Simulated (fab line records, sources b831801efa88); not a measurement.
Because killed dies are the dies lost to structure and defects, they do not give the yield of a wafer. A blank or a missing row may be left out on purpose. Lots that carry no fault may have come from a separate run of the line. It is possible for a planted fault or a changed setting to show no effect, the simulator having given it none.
Code-filled problem report in 8D (eight disciplines) form    flow sky130    the parts of the form that need people (team, actions taken, sign-off) are left out

## 1. THE PROBLEM
At SKY_METAL4_STRIP_19, strip time to endpoint s averages 5.75 s over 6 wafers from 2 lots, while fault-free wafers read 6.56 s, standard deviation 0.097. Measured from the usual mean, that is -8.4 standard deviations.
The step: strips in O2/N2.
Earliest sighting: wafer L337.1 on plasma asher-03 at day 47 11:43. The record has a number at this step for 33 wafers belonging to 11 lots. Rule for "out" (also "out of limits"): further than 4 standard deviations from the usual mean. The rest of the wafers with a number are treated as sound.

## 2. WHAT IT IS AND WHAT IT IS NOT
question                     is                                        is not
which readings at this step  strip time to endpoint s, oes product au  -
which lots                   L337, L338                                L317, L318, L321, L325, L327, L328, L329, L330, L335
which wafers of those lots   all that have a number                    -
read on which tools          plasma asher-03, plasma asher-04          plasma asher-01
when                         from day 47 11:43                         up to then (27 sound wafers)

## 3. SUSPECTS, AND WHAT RULES EACH OUT
Counting: a tool at a process step up to the reading stays a suspect if it ran every lot that is out and no sound lot after the first of them.
- litho track-04 at SKY_METAL4_COAT_08 (resist thk 1140 nm): kept. All lots that are out passed through it, beginning with L337 at day 47 01:00, and no sound lot followed; its final sound lot before that point was L335 at day 46 08:00.
After counting, what remains is litho track-04 at SKY_METAL4_COAT_08.

## 4. THE CAUSE (what the simulator had put in)
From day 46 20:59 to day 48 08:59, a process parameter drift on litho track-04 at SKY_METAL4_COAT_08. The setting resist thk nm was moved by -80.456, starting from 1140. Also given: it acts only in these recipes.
This tool alone remained once counting was done.

## 5. THE EFFECT CHAIN, in route order
Each row: a reading whose mean over the struck wafers that have a number lies more than 3 standard deviations from the usual. Only readings whose record carries a usual standard deviation are examined. hours: median over the lots of the time between each lot's start at the first step of this table that gives one and its start at this step. sigmas: the change, counted in usual standard deviations.
hours  step                 reading                   usual       on struck wafers  change  sigmas
0      SKY_METAL4_STRIP_19  oes product au            0.504 a.u.  0.469             -0.035  -6.1
0      SKY_METAL4_STRIP_19  strip time to endpoint s  6.56 s      5.75              -0.81   -8.4
Its process steps:
- SKY_METAL4_STRIP_19: strips in O2/N2.

## 6. WHAT WOULD HAVE CAUGHT IT SOONER
In this record no reading fell out of limits until day 47 11:43, 15 hours after the fault had begun at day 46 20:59.
An alarm limit of 4 standard deviations would not have fired on the tool readings at SKY_METAL4_COAT_08 for which the record gives a usual standard deviation, since none of them was out on any struck wafer.
The start of SKY_METAL4_COAT_08 on litho track-04 came by day 47 11:43 for every one of the lots that are out (2). A hold on the tool at that time would have spared none of them.
